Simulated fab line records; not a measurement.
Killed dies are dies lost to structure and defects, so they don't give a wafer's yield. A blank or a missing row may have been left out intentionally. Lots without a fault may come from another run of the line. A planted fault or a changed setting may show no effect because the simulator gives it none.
fab line records	flow sky130
[record] lots = 7	wafers = 21	last_day = 50
route steps=708 shown POLY_GATE@222 PAD_OPEN@708
lots untouched by any fault: they come from a run of this same line in which no faults occurred
start_h: the number of hours between the record's first day and the start of the first shown wafer of the lot	wait_h: time in hours since the lot's previous step	" repeats the value in the row above	L1.1+2: a single row standing in for several wafers	- value missing, or start not given	* or withheld: withheld	< > ~ a bound
route shown NAME@n: NAME is a module with steps in the file, n the number in the route of the first one	usual: average and standard deviation across the fault-free wafers	same: alike in all rows	chamber/n: place in a boat	sites: readings site by site	_std_site: standard deviation across them	_edge_site: outer sites' mean less inner sites'	radius_mm: how far each site lies from the wafer's centre	mask NAME#n: copy n	behind: the last tool/chamber to shape the wafer	hold: the reason the lot was held/the length of the hold in hours/how it ended	device: which transistor (n, p or np) failed to switch	end of line: tests of these same wafers at the route's end	a step given without rows: its recipe and nothing more	killed: dies lost to structure and defects at the first sort, not the wafer's yield	map: dies across one wafer; x = killed, . = not, _ = none there
set.NAME: the setting the step ran with; set.NAME@STEP: the setting that earlier step ran with	model.NAME: the simulator's own value behind a step, which no gauge read
lots seen at some steps along the route; tables by step, rows by wafer
services: from which hour (start_h, from the record's first day; less than 0 if before it) a tool's chamber was out of use, for how many hours, and why
[[steps]]
[step SKY_POLY_GATE_COAT_08]
[recipe] resist = KrF-thick	spin_rpm = 3000	resist_thk_nm = 450
[step SKY_POLY_GATE_SOFTBAKE_09]
[recipe] temp_c = 100	time_s = 90	resist = KrF-thick
[step SKY_POLY_GATE_EXPOSE_10]
[recipe] mask_id = P1M	na = 0.68	source_shape = conventional	sigma_outer = 0.6	target_cd_nm = 150	dose_mj = 28
[step SKY_POLY_GATE_PEB_11]
[recipe] peb_temp_c = withheld	peb_time_s = withheld	resist = KrF-thick
[step SKY_POLY_GATE_DEVELOP_12]
[recipe] develop_time_s = 60	resist = KrF-thick	dev_temp_c = 21
[step SKY_POLY_GATE_CD_MEAS_13]
[recipe] target_cd_nm = 150
[usual] cd_nm = 150.2/1.3
lot.wafer	tool	chamber	start_h	wait_h	cd_nm
L156.1	cd_sem-02	-	410.33	-	147.9
L156.2	"	-	"	"	147.9
L156.3	"	-	"	"	149.1
L163.1	cd_sem-02	-	458.94	-	151.4
L163.4	"	-	"	"	150.7
L163.6	"	-	"	"	150.5
L165.4	cd_sem-02	-	474.07	-	149.9
L165.5	"	-	"	"	151.3
L165.6	"	-	"	"	149.7
L167.1	cd_sem-01	-	487.26	-	151.4
L167.5	"	-	"	"	151.1
L167.6	"	-	"	"	152.0
L169.1	cd_sem-01	-	506.28	-	150.6
L169.2	"	-	"	"	150.0
L169.5	"	-	"	"	148.3
L176.1	cd_sem-01	-	566.09	-	150.5
L176.2	"	-	"	"	150.6
L176.6	"	-	"	"	150.6
L177.2	cd_sem-02	-	570.80	-	149.8
L177.4	"	-	"	"	150.9
L177.6	"	-	"	"	150.8
[step SKY_POLY_GATE_OVL_MEAS_14]
[usual] POLY_GATE_OVL = 2/5.5
lot.wafer	tool	chamber	start_h	wait_h	POLY_GATE_OVL[nm]
L156.1	overlay-02	-	410.45	0.1	9
L156.2	"	-	"	"	7
L156.3	"	-	"	"	5
L163.1	overlay-02	-	459.06	0.1	-1
L163.4	"	-	"	"	12
L163.6	"	-	"	"	0
L165.4	overlay-01	-	474.15	0.1	1
L165.5	"	-	"	"	0
L165.6	"	-	"	"	-1
L167.1	overlay-01	-	487.38	0.1	2
L167.5	"	-	"	"	4
L167.6	"	-	"	"	3
L169.1	overlay-02	-	506.40	0.1	-8
L169.2	"	-	"	"	-1
L169.5	"	-	"	"	-1
L176.1	overlay-01	-	566.21	0.1	7
L176.2	"	-	"	"	0
L176.6	"	-	"	"	3
L177.2	overlay-02	-	570.90	0.1	2
L177.4	"	-	"	"	0
L177.6	"	-	"	"	1
[step SKY_POLY_GATE_ETCH_15]
[recipe] chemistry = N2/H2	target = BARC	ion_energy_ev = 200	source_w = 500	bias_w = 100	pressure_mtorr = 30	n2_flow_sccm = 100	h2_flow_sccm = 200	stop_on = SiO2	time_s = 118.5	target_depth_a = 1100
[usual] drypump_motor_current_A = 5.8/0.39	oes_product_au = 0.717/0.0046	throttle_valve_pct = 13.212/0.01
lot.wafer	tool	chamber	start_h	wait_h	drypump_motor_current_A	oes_product_au	rf_hours_counter_h	throttle_valve_pct
L156.1	rie_diel-03	3	410.49	0.0	5.9	0.720	2	13.208
L156.2	"	0	"	"	5.3	0.717	5	13.206
L156.3	"	2	"	"	5.5	0.716	10	13.208
L163.1	rie_diel-01	0	459.09	0.0	6.2	0.712	1	13.217
L163.4	"	1	"	"	5.8	0.715	13	13.228
L163.6	"	3	"	"	5.8	0.710	-	13.205
L165.4	rie_diel-04	3	474.17	0.0	6.2	0.714	19	13.191
L165.5	"	3	"	"	6.1	0.720	-	13.226
L165.6	"	2	"	"	6.3	0.722	-	13.205
L167.1	rie_diel-04	0	487.42	0.0	5.1	0.711	77	13.197
L167.5	"	0	"	"	5.1	0.711	-	13.201
L167.6	"	3	"	"	6.1	0.708	-	13.216
L169.1	rie_diel-01	1	506.43	0.0	5.8	0.709	15	13.208
L169.2	"	0	"	"	6.2	0.723	2	13.197
L169.5	"	3	"	"	5.8	0.715	-	13.203
L176.1	rie_diel-01	3	566.24	0.0	5.8	0.727	63	13.202
L176.2	"	2	"	"	5.8	0.712	73	13.199
L176.6	"	2	"	"	5.8	0.722	-	13.204
L177.2	rie_diel-01	1	570.93	0.0	5.8	0.718	16	13.209
L177.4	"	2	"	"	5.8	0.716	73	13.227
L177.6	"	1	"	"	5.8	0.713	-	13.212
[step SKY_POLY_GATE_ETCH_16]
[recipe] stop_on = poly-Si	chemistry = CH3F/O2	target = Si3N4	source_w = 400	bias_w = 80	pressure_mtorr = 25	ch3f_flow_sccm = 40	O2_flow_sccm = 30	time_s = 147.5	target_depth_a = 750
[usual] drypump_motor_current_A = 5.7/0.39	oes_product_au = 0.643/0.0052	throttle_valve_pct = 10.536/0.0099
lot.wafer	tool	chamber	start_h	wait_h	drypump_motor_current_A	oes_product_au	rf_hours_counter_h	throttle_valve_pct
L156.1	rie_diel-03	3	410.57	0.0	5.9	0.637	2	10.522
L156.2	"	0	"	"	5.2	0.645	5	10.539
L156.3	"	2	"	"	5.5	0.635	10	10.548
L163.1	rie_diel-01	0	459.18	0.0	6.1	0.645	1	10.540
L163.4	"	1	"	"	5.7	0.651	13	10.550
L163.6	"	3	"	"	5.8	0.639	-	10.543
L165.4	rie_diel-04	3	474.25	0.0	6.1	0.641	19	10.533
L165.5	"	3	"	"	6.1	0.635	-	10.545
L165.6	"	2	"	"	6.3	0.650	-	10.547
L167.1	rie_diel-04	0	487.50	0.0	5.1	0.652	77	10.544
L167.5	"	0	"	"	5.1	0.643	-	10.533
L167.6	"	3	"	"	6.1	0.641	-	10.545
L169.1	rie_diel-01	1	506.52	0.0	5.8	0.644	15	10.523
L169.2	"	0	"	"	6.1	0.647	2	10.532
L169.5	"	3	"	"	5.8	0.643	-	10.542
L176.1	rie_diel-01	3	566.32	0.0	5.8	0.639	63	10.525
L176.2	"	2	"	"	5.8	0.646	73	10.522
L176.6	"	2	"	"	5.8	0.648	-	10.542
L177.2	rie_diel-01	1	571.02	0.0	5.8	0.636	16	10.537
L177.4	"	2	"	"	5.8	0.634	73	10.534
L177.6	"	1	"	"	5.7	0.652	-	10.551
[step SKY_POLY_GATE_ETCH_17]
[recipe] target_depth_nm = 180	stop_on = SiO2	over_etch_frac = 0.56667	chemistry = HBr/Cl2	target = poly-Si	icp_w = 400	bias_w = 100	pressure_mtorr = 10	HBr_flow_sccm = 150	Cl2_flow_sccm = 50	time_s = 70.5
[usual] drypump_motor_current_A = 5.8/0.48	oes_product_au = 0.984/0.007	throttle_valve_pct = 33.686/0.0086
lot.wafer	tool	chamber	start_h	wait_h	drypump_motor_current_A	oes_product_au	rf_hours_counter_h	throttle_valve_pct
L156.1	rie_si-02	1	410.67	0.0	4.8	0.973	0	33.663
L156.2	"	2	"	"	5.7	0.995	75	33.691
L156.3	"	0	"	"	5.6	0.984	3	33.684
L163.1	rie_si-01	1	459.27	0.0	5.6	0.975	2	33.698
L163.4	"	0	"	"	5.9	0.974	26	33.677
L163.6	"	1	"	"	5.6	0.977	-	33.694
L165.4	rie_si-01	3	474.38	0.1	6.0	0.980	-	33.693
L165.5	"	0	"	"	5.9	0.987	-	33.681
L165.6	"	1	"	"	5.5	0.980	-	33.690
L167.1	rie_si-01	3	487.60	0.0	6.1	0.980	44	33.668
L167.5	"	0	"	"	5.9	0.984	-	33.688
L167.6	"	2	"	"	6.7	0.986	-	33.689
L169.1	rie_si-01	3	506.62	0.0	6.0	0.988	44	33.684
L169.2	"	0	"	"	5.9	0.992	27	33.689
L169.5	"	2	"	"	6.7	0.987	-	33.676
L176.1	rie_si-02	2	566.42	0.0	5.7	0.991	1	33.675
L176.2	"	3	"	"	5.9	0.988	3	33.686
L176.6	"	0	"	"	5.6	0.981	-	33.694
L177.2	rie_si-01	1	571.12	0.0	5.6	0.984	3	33.668
L177.4	"	1	"	"	5.6	0.977	-	33.691
L177.6	"	2	"	"	6.7	0.975	-	33.696
[step SKY_POLY_GATE_STRIP_18]
[recipe] chemistry = O2/N2	power_w = 1400	pressure_mtorr = 1500	platen_temp_c = withheld	o2_flow_sccm = 3000	n2_flow_sccm = 300	overash_fraction = 0.5
[usual] drypump_motor_current_A = 5.6/0.6	o2_flow_sccm = 3002/8.7	oes_product_au = 0.361/0.005	strip_time_to_endpoint_s = 3.16/0.049
lot.wafer	tool	chamber	start_h	wait_h	drypump_motor_current_A	o2_flow_sccm	oes_product_au	rf_hours_counter_h	strip_time_to_endpoint_s
L156.1	plasma_asher-02	1	410.72	0.0	5.4	2998	0.366	72	3.17
L156.2	"	0	"	"	4.9	2996	0.368	72	3.19
L156.3	"	1	"	"	5.4	3000	0.355	-	3.10
L163.1	plasma_asher-03	1	459.33	0.0	6.3	3009	0.361	34	3.23
L163.4	"	1	"	"	6.3	3004	0.362	-	3.22
L163.6	"	1	"	"	6.3	2995	0.360	-	3.11
L165.4	plasma_asher-02	0	474.44	0.0	4.9	2999	0.367	-	3.25
L165.5	"	1	"	"	5.4	2999	0.368	-	3.27
L165.6	"	0	"	"	4.9	2984	0.362	-	3.12
L167.1	plasma_asher-03	0	487.66	0.0	4.9	2993	0.363	37	3.15
L167.5	"	1	"	"	6.3	3005	0.368	-	3.16
L167.6	"	0	"	"	4.9	3002	0.366	-	3.24
L169.1	plasma_asher-01	1	506.67	0.0	5.6	2981	0.365	81	3.17
L169.2	"	0	"	"	6.4	2994	0.361	81	3.17
L169.5	"	1	"	"	5.6	3006	0.352	-	3.09
L176.1	plasma_asher-01	0	566.48	0.0	6.4	2993	0.356	87	3.06
L176.2	"	1	"	"	5.6	3009	0.361	87	3.16
L176.6	"	0	"	"	6.4	2996	0.363	-	3.15
L177.2	plasma_asher-02	0	571.17	0.0	4.9	2992	0.363	14	3.17
L177.4	"	0	"	"	5.0	2999	0.362	-	3.16
L177.6	"	0	"	"	4.9	3012	0.365	-	3.15
[step SKY_POLY_GATE_CLEAN_19]
[recipe] chemistry = SC1/SC2	mix = 1:4:20	temp_c = 70	time_s = 150	dry = n2_spin
[step SKY_POLY_GATE_OXIDATION_20]
[recipe] temp_c = 850	ambient = O2	stabilise_s = 600	purge_s = 300	target_thk_a = 40	ox_time_s = 899
[usual] spike_tc_bottom_C = 870.0/2.5	spike_tc_centre_C = 851.3/1.6	spike_tc_lower_C = 849.9/0.97	spike_tc_top_C = 863.2/0.9	spike_tc_upper_C = 849.8/1.1	tube_center_temp_C = 849.99/0.086	tube_center_temp_C_max = 852.2/0.36	zone_power_lower_pct = 17.1/0.72
lot.wafer	tool	chamber	start_h	wait_h	spike_tc_bottom_C	spike_tc_centre_C	spike_tc_lower_C	spike_tc_top_C	spike_tc_upper_C	tube_center_temp_C	tube_center_temp_C_max	zone_power_lower_pct	model.SiO2_of_POLY_GATE_OXIDATION_20.thk_nm
L156.1	furnace-01	0	411.82	0.9	870.4	851.0	851.5	862.8	851.0	850.19	852.4	17.7	4.107
L156.2	"	0	"	"	872.5	850.9	848.0	863.8	849.8	849.99	851.8	17.5	4.028
L156.3	"	0	"	"	870.9	849.6	850.1	862.6	849.4	849.95	852.0	17.8	4.09
L163.1	furnace-01	0	461.52	2.0	872.4	850.8	848.8	863.1	852.0	850.06	852.5	17.7	3.967
L163.4	"	0	"	"	870.3	849.1	851.0	863.6	849.3	850.01	852.4	17.5	3.979
L163.6	"	0	"	"	871.5	849.8	849.1	864.6	848.7	849.87	852.1	17.8	3.985
L165.4	furnace-01	0	474.79	0.2	912.5	893.1	890.0	904.2	894.2	891.44	894.2	19.4	6.618
L165.5	"	0	"	"	912.5	891.8	893.0	902.8	889.8	891.55	893.6	19.8	6.584
L165.6	"	0	"	"	912.1	891.9	892.9	902.8	892.3	891.54	893.8	19.6	6.542
L167.1	furnace-01	0	487.81	0.0	911.1	891.1	891.4	904.1	892.3	891.66	893.9	19.6	6.578
L167.5	"	0	"	"	911.5	892.3	891.4	903.1	891.1	891.63	893.9	19.6	6.494
L167.6	"	0	"	"	914.0	892.4	888.9	903.6	891.5	891.7	893.6	19.6	6.528
L169.1	furnace-01	0	507.72	0.9	911.6	892.0	892.9	904.2	891.8	891.52	893.6	19.7	6.536
L169.2	"	0	"	"	915.1	892.0	892.0	903.9	890.9	891.52	893.5	19.6	6.559
L169.5	"	0	"	"	913.4	890.4	891.4	903.9	890.8	891.54	893.7	19.6	6.558
L176.1	furnace-02	0	566.63	0.0	866.5	851.8	850.8	863.4	849.2	849.79	852.5	16.3	3.957
L176.2	"	0	"	"	866.2	852.1	848.7	864.4	847.4	850.08	851.6	16.3	3.991
L176.6	"	0	"	"	869.1	853.3	848.2	863.9	848.7	849.86	852.0	16.3	4.002
L177.2	furnace-02	0	571.32	0.0	867.6	851.7	850.9	863.4	850.4	850.01	852.6	16.4	4.02
L177.4	"	0	"	"	865.7	852.8	848.6	865.1	849.9	849.96	851.3	16.0	3.914
L177.6	"	0	"	"	866.5	855.1	849.3	864.7	851.5	849.98	852.3	16.6	3.921
[step SKY_POLY_GATE_THK_MEAS_21]
[recipe] reads = SiO2_of_POLY_GATE_OXIDATION_20
[usual] POLY_GATE_OXIDATION_THK = 3.99/0.077
lot.wafer	tool	chamber	start_h	wait_h	POLY_GATE_OXIDATION_THK[nm]
L156.1	film_metro-01	-	413.07	0.0	4.06
L156.2	"	-	"	"	4.05
L156.3	"	-	"	"	4.06
L163.1	film_metro-01	-	462.77	0.0	3.93
L163.4	"	-	"	"	3.98
L163.6	"	-	"	"	4.01
L165.4	film_metro-01	-	476.07	0.0	6.62
L165.5	"	-	"	"	6.61
L165.6	"	-	"	"	6.52
L167.1	film_metro-03	-	489.06	0.0	6.56
L167.5	"	-	"	"	6.51
L167.6	"	-	"	"	6.55
L169.1	film_metro-03	-	508.97	0.0	6.49
L169.2	"	-	"	"	6.54
L169.5	"	-	"	"	6.57
L176.1	film_metro-03	-	567.88	0.0	3.99
L176.2	"	-	"	"	3.98
L176.6	"	-	"	"	3.99
L177.2	film_metro-02	-	572.58	0.0	4.08
L177.4	"	-	"	"	3.88
L177.6	"	-	"	"	3.98
[step SKY_POLY_GATE_CD_MEAS_22]
[usual] cd_nm = 150.3/2.6
lot.wafer	tool	chamber	start_h	wait_h	cd_nm
L156.1	cd_sem-01	-	413.13	0.1	145.4
L156.2	"	-	"	"	152.1
L156.3	"	-	"	"	151.0
L163.1	cd_sem-01	-	462.83	0.1	153.8
L163.4	"	-	"	"	148.9
L163.6	"	-	"	"	149.9
L165.4	cd_sem-02	-	476.18	0.1	149.7
L165.5	"	-	"	"	151.2
L165.6	"	-	"	"	152.0
L167.1	cd_sem-02	-	489.12	0.1	150.3
L167.5	"	-	"	"	151.1
L167.6	"	-	"	"	154.8
L169.1	cd_sem-02	-	509.03	0.1	147.6
L169.2	"	-	"	"	149.7
L169.5	"	-	"	"	149.5
L176.1	cd_sem-02	-	567.94	0.1	151.4
L176.2	"	-	"	"	152.6
L176.6	"	-	"	"	152.0
L177.2	cd_sem-01	-	572.66	0.1	149.4
L177.4	"	-	"	"	151.7
L177.6	"	-	"	"	150.9
[step SKY_PAD_OPEN_PROBE_99]
[usual] killed_at_M0_to_M3 = 43/7	killed_at_M4_up = 3.1/1.9	killed_at_contacts = 25/6.1	killed_at_front_end = 15/4.5	killed_at_other = 0.3/0.55	killed_dies = 87/8.9	killed_open = 47/6.4	killed_short = 40/6.6
[same] gross_dies = 492	killed_at_back_side = 0
lot.wafer	tool	chamber	start_h	wait_h	killed_at_M0_to_M3	killed_at_M4_up	killed_at_contacts	killed_at_front_end	killed_at_other	killed_dies	killed_open	killed_short	model.etest.tip_sonos.rs_ohm_sq	model.etest.tip_p.rs_ohm_sq	model.etest.pfet_01v8.r_on_ohm_um	model.etest.res_pdiff.line_ohm_um	model.etest.tip_n.rs_ohm_sq	model.etest.nfet_01v8.r_on_ohm_um	model.etest.res_ndiff.line_ohm_um	model.etest.sonos_uncharged.r_on_ohm_um
L156.1	prober-01	-	1109.12	0.1	49	2	25	10	0	86	41	45	2680	6883	2695	1318	437.9	780.5	779	796
L156.2	prober-01	-	1109.17	0.1	39	5	27	12	0	83	47	35	2694	6902	2792	1376	440.3	817.5	772.4	819.5
L156.3	prober-01	-	1109.22	0.2	40	4	35	13	0	92	47	44	2752	6918	2776	1307	439.2	815.3	766.5	818.8
L163.1	prober-01	-	1137.51	0.1	54	1	25	17	1	98	52	46	2774	6845	2882	1325	439.8	845.1	755.3	825.9
L163.4	prober-01	-	1137.66	0.2	44	3	23	16	1	87	52	35	2735	6818	2808	1346	438.2	828.1	757	799.5
L163.6	prober-01	-	1137.76	0.2	48	6	20	14	0	88	44	44	2726	6890	2799	1394	440.3	837	769	801.6
L165.4	prober-01	-	1146.17	0.2	41	4	24	23	1	93	45	46	3032	7348	3038	1416	496.2	877.6	790.9	832.5
L165.5	prober-01	-	1146.22	0.2	48	2	14	18	2	84	40	40	3004	7376	3047	1379	497.4	873.4	787.1	819.1
L165.6	prober-01	-	1146.27	0.2	43	2	31	12	1	89	49	38	3030	7293	3108	1441	495.9	895.9	818.3	845.5
L167.1	prober-01	-	1161.37	0.1	33	2	18	16	1	70	35	35	3180	7278	3169	1437	495.9	883.3	802	853.5
L167.5	prober-01	-	1161.57	0.2	33	4	18	21	0	76	30	45	3166	7270	3114	1454	494.7	891.5	783.3	844.6
L167.6	prober-01	-	1161.62	0.2	52	1	22	12	0	87	55	31	3214	7295	3251	1450	496.1	898	780.4	874.7
L169.1	prober-01	-	1165.04	0.1	54	2	30	16	0	102	54	48	3057	7283	2943	1460	493.5	840	807.8	827
L169.2	prober-01	-	1165.09	0.1	58	2	33	10	0	103	58	44	3073	7236	2952	1483	495.3	842.9	820.5	843.4
L169.5	prober-01	-	1165.24	0.2	38	4	25	15	0	82	46	35	3032	7235	2992	1462	497.8	853.4	827.9	842.1
L176.1	prober-01	-	1198.71	0.1	38	2	23	16	0	79	38	41	2607	6873	2944	1365	438.6	835.4	776.3	823.2
L176.2	prober-01	-	1198.76	0.1	48	1	23	9	0	81	47	34	2627	6834	2928	1409	440.6	829.2	788.9	817.8
L176.6	prober-01	-	1198.96	0.2	53	8	26	20	0	107	53	54	2638	6798	2898	1333	439.7	821.4	756.6	809.1
L177.2	prober-01	-	1204.32	0.1	48	3	29	12	1	93	43	50	2617	6819	2846	1351	445.3	823.7	777.3	808.4
L177.4	prober-01	-	1204.42	0.2	42	1	25	23	0	91	49	42	2639	6856	2966	1362	447.1	842.7	788.6	814.7
L177.6	prober-01	-	1204.52	0.2	45	2	28	18	0	93	55	38	2606	6792	2818	1347	444.7	831.8	780.4	813.5
// killed by level:class
L156.1 CONTACT:geometric_particle:open=9 VIA1:geometric_particle:open=9 METAL3:geometric_particle:short=7 LI_CONTACT:geometric_particle:short=6 METAL2:geometric_particle:short=6 FIELD_ISO:geometric_particle:open=5 METAL1:geometric_particle:short=5 VIA2:geometric_particle:open=5
L156.2 LI_CONTACT:geometric_particle:open=12 VIA1:geometric_particle:open=8 CONTACT:geometric_particle:open=7 VIA1:geometric_particle:short=7 VIA2:geometric_particle:open=6 VIA3:geometric_particle:open=5 METAL2:geometric_particle:short=4 FIELD_ISO:geometric_particle:short=3
L156.3 CONTACT:geometric_particle:open=12 LI_CONTACT:geometric_particle:open=11 VIA3:geometric_particle:open=9 METAL1:geometric_particle:short=7 CONTACT:geometric_particle:short=5 METAL2:geometric_particle:short=5 VIA1:geometric_particle:open=5 POLY_GATE:geometric_particle:short=4
L163.1 CONTACT:geometric_particle:open=11 VIA1:geometric_particle:open=10 METAL2:geometric_particle:short=9 VIA3:geometric_particle:open=8 VIA2:geometric_particle:open=7 FIELD_ISO:geometric_particle:short=6 LI_CONTACT:geometric_particle:open=6 METAL1:geometric_particle:short=5
L163.4 VIA1:geometric_particle:open=10 VIA2:geometric_particle:open=10 CONTACT:geometric_particle:open=9 CONTACT:geometric_particle:short=8 VIA3:geometric_particle:open=5 FIELD_ISO:geometric_particle:open=4 METAL2:geometric_particle:short=4 VIA2:geometric_particle:short=4
L163.6 VIA1:geometric_particle:open=22 CONTACT:geometric_particle:open=7 FIELD_ISO:geometric_particle:short=6 METAL1:geometric_particle:short=5 METAL2:geometric_particle:short=5 METAL4:geometric_particle:short=5 LOCAL_INTERCONNECT:geometric_particle:short=4 VIA1:geometric_particle:short=4
L165.4 FIELD_ISO:geometric_particle:short=8 CONTACT:geometric_particle:open=7 VIA3:geometric_particle:open=7 LI_CONTACT:geometric_particle:open=5 METAL1:geometric_particle:short=5 METAL2:geometric_particle:short=5 FIELD_ISO:geometric_particle:open=4 LI_CONTACT:geometric_particle:short=4
L165.5 VIA2:geometric_particle:open=13 METAL2:geometric_particle:short=9 VIA1:geometric_particle:open=7 POLY_GATE:geometric_particle:open=6 VIA3:geometric_particle:open=4 POLY_GATE:geometric_particle:short=4 CONTACT:geometric_particle:short=4 METAL1:geometric_particle:short=4
L165.6 CONTACT:geometric_particle:open=15 VIA1:geometric_particle:open=11 METAL2:geometric_particle:short=6 VIA2:geometric_particle:open=5 VIA1:geometric_particle:short=5 FIELD_ISO:geometric_particle:short=4 LI_CONTACT:geometric_particle:open=4 LOCAL_INTERCONNECT:geometric_particle:short=4
L167.1 FIELD_ISO:geometric_particle:short=7 CONTACT:geometric_particle:open=7 VIA3:geometric_particle:open=7 VIA2:geometric_particle:open=6 LI_CONTACT:geometric_particle:open=5 METAL2:geometric_particle:short=5 POLY_GATE:geometric_particle:short=4 POLY_GATE:geometric_particle:open=3
L167.5 CONTACT:geometric_particle:open=8 FIELD_ISO:geometric_particle:short=7 METAL2:geometric_particle:short=6 METAL3:geometric_particle:short=6 VIA1:geometric_particle:short=5 CONTACT:geometric_particle:short=4 METAL4:geometric_particle:short=4 POLY_GATE:geometric_particle:open=3
L167.6 VIA1:geometric_particle:open=12 VIA2:geometric_particle:open=10 VIA3:geometric_particle:open=7 METAL1:geometric_particle:short=6 METAL2:geometric_particle:short=6 CONTACT:geometric_particle:short=5 CONTACT:geometric_particle:open=5 POLY_GATE:geometric_particle:open=4
L169.1 LI_CONTACT:geometric_particle:open=10 VIA2:geometric_particle:open=10 CONTACT:geometric_particle:open=9 METAL1:geometric_particle:short=7 VIA1:geometric_particle:open=7 METAL3:geometric_particle:short=7 POLY_GATE:geometric_particle:short=6 VIA1:geometric_particle:short=6
L169.2 CONTACT:geometric_particle:open=14 VIA2:geometric_particle:open=13 LI_CONTACT:geometric_particle:open=9 VIA3:geometric_particle:open=8 VIA1:geometric_particle:open=8 METAL1:geometric_particle:short=7 FIELD_ISO:geometric_particle:short=4 LOCAL_INTERCONNECT:geometric_particle:short=4
L169.5 CONTACT:geometric_particle:open=11 VIA1:geometric_particle:short=8 VIA1:geometric_particle:open=8 METAL1:geometric_particle:short=7 LI_CONTACT:geometric_particle:open=5 LI_CONTACT:geometric_particle:short=4 FIELD_ISO:geometric_particle:open=3 METAL4:geometric_particle:short=3
L176.1 CONTACT:geometric_particle:open=9 VIA1:geometric_particle:open=9 METAL2:geometric_particle:short=8 FIELD_ISO:geometric_particle:short=6 LOCAL_INTERCONNECT:geometric_particle:short=5 METAL1:geometric_particle:short=5 POLY_GATE:geometric_particle:short=4 LI_CONTACT:geometric_particle:open=4
L176.2 VIA3:geometric_particle:open=10 VIA1:geometric_particle:open=9 CONTACT:geometric_particle:short=6 METAL2:geometric_particle:short=6 FIELD_ISO:geometric_particle:open=5 CONTACT:geometric_particle:open=5 VIA2:geometric_particle:short=5 VIA3:geometric_particle:short=5
L176.6 VIA1:geometric_particle:open=14 LI_CONTACT:geometric_particle:open=7 CONTACT:geometric_particle:open=7 METAL2:geometric_particle:short=7 FIELD_ISO:geometric_particle:short=6 VIA1:geometric_particle:short=6 METAL4:geometric_particle:short=6 VIA2:geometric_particle:short=6
L177.2 VIA1:geometric_particle:open=11 VIA1:geometric_particle:short=10 CONTACT:geometric_particle:open=9 LI_CONTACT:geometric_particle:open=7 LI_CONTACT:geometric_particle:short=6 CONTACT:geometric_particle:short=6 METAL2:geometric_particle:short=6 FIELD_ISO:geometric_particle:short=5
L177.4 VIA1:geometric_particle:open=10 FIELD_ISO:geometric_particle:open=8 LI_CONTACT:geometric_particle:open=7 METAL1:geometric_particle:short=7 POLY_GATE:geometric_particle:open=6 CONTACT:geometric_particle:open=6 LOCAL_INTERCONNECT:geometric_particle:short=6 POLY_GATE:geometric_particle:short=4
L177.6 CONTACT:geometric_particle:open=16 VIA1:geometric_particle:open=9 VIA2:geometric_particle:open=8 VIA3:geometric_particle:open=7 POLY_GATE:geometric_particle:short=6 FIELD_ISO:geometric_particle:short=5 METAL1:geometric_particle:short=5 LI_CONTACT:geometric_particle:open=5
[[services]]
tool	chamber	start_h	hours	kind
rie_diel-03	3	394.23	6.4	repair
rie_diel-01	1	398.59	2.4	repair
rie_si-01	0	412.37	3.3	repair
rie_diel-01	-	412.76	2.8	pm
furnace-02	-	413.96	3.7	pm
plasma_asher-02	-	421.25	9.0	pm
rie_diel-04	3	428.26	2.0	repair
plasma_asher-02	-	436.40	1.2	repair
rie_si-02	-	437.65	2.8	pm
rie_si-01	1	437.72	11.8	repair
rie_diel-01	2	439.65	8.7	repair
rie_si-01	0	440.12	13.9	repair
furnace-01	-	440.86	3.1	pm
rie_diel-03	0	457.09	44.6	repair
rie_diel-03	1	457.36	15.0	repair
rie_diel-04	0	461.89	11.9	repair
rie_diel-01	3	468.79	8.2	repair
furnace-01	-	469.48	3.9	pm
rie_si-01	1	485.50	7.6	repair
plasma_asher-02	-	498.19	2.2	repair
rie_diel-01	0	516.60	16.0	repair
furnace-01	-	523.12	2.1	repair
furnace-01	-	528.42	7.8	repair
rie_diel-01	3	539.05	3.9	repair
[[key]]
[first_sign] step = SKY_POLY_GATE_OXIDATION_20	reading = tube_center_temp_C	direction = up	sigmas = 99+	usual = *	struck = *
[effect] step = SKY_POLY_GATE_OXIDATION_20	reading = tube_center_temp_C_max	direction = up	sigmas = 99+	usual = *	struck = *
[effect] step = SKY_POLY_GATE_THK_MEAS_21	reading = POLY_GATE_OXIDATION_THK	direction = up	sigmas = 33	usual = 3.99	struck = 6.55
[model_effect] step = SKY_POLY_GATE_OXIDATION_20	value = SiO2_of_POLY_GATE_OXIDATION_20.thk_nm	without = 3.951	struck = 6.555
[model_effect] step = SKY_PAD_OPEN_PROBE_99	value = etest.tip_sonos.rs_ohm_sq	without = 2599	struck = 3088
met_at SKY_POLY_GATE_OXIDATION_20
struck_wafers L165.4,L165.5,L165.6,L167.1,L167.5,L167.6,L169.1,L169.2,L169.5
tester_left_out L165,L167,L169
onset_between 461.52 474.79
[fault] kind = process_parameter_drift	tool = furnace-01	chamber = -	onset_h = 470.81	steps = SKY_POLY_GATE_OXIDATION_20	channel = temp_c	offset = *	shape = step	end_h = 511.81	acts_in = *	stated = *
// tester_left_out: of these lots the tester's yield and bins aren't shown, on N5 and GAA mostly nor the transistor test; their killed dies are dies lost to structure and defects alone, not to doping, threshold or leakage, so they don't give the yield
